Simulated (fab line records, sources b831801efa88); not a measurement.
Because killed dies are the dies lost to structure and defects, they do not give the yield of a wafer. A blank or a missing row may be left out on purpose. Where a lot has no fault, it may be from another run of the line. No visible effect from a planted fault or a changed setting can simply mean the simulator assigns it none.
Which of the tools did it? -- flow sky130 -- 6 lots, 18 wafers sampled, at 1 step of a route of 708

## WHAT EACH GAUGE READ, for each wafer
SKY_FIELD_ISO_THK_MEAS_04.
lot,measured,on,FIELD_ISO_CVD_03_THK (nm)
L349,day 1 20:40,filmMetro-03,166.5 166.4 165.5
L351,day 2 05:47,filmMetro-01,165.0 166.6 164.9
L355,day 3 01:11,filmMetro-01,162.9 165.8 164.9
L359,day 3 21:48,filmMetro-03,162.8 162.9 163.3
L368,day 5 17:55,filmMetro-03,165.0 165.1 166.8
L370,day 6 03:32,filmMetro-01,164.3 163.8 163.3

## EACH LOT AND THE TOOL THAT RAN IT (in order: tool; ch and the chambers of the sampled wafers; start)
Record: no process step prior to these readings.

## THE ANSWER, worked out from the rows above alone
Rule: the usual values come from the lots themselves. Put in order of their means at a reading, lots are off if they are a third of the lots or fewer, leave a main group of 4 or more, and stand apart from it by a gap of 3 or more times the standard deviation of the main group's means; of several such gaps the widest counts. A main group is skipped when, at the precision printed for the reading in the tables above, its means are all equal. Also off: a lot with no number at a reading for which 4 or more lots have one. All remaining lots with rows at the step are treated as sound.
Across all readings shown, no lot is off: no conclusion can be drawn from this.

## WHAT HAD BEEN PUT IN BY THE SIMULATOR
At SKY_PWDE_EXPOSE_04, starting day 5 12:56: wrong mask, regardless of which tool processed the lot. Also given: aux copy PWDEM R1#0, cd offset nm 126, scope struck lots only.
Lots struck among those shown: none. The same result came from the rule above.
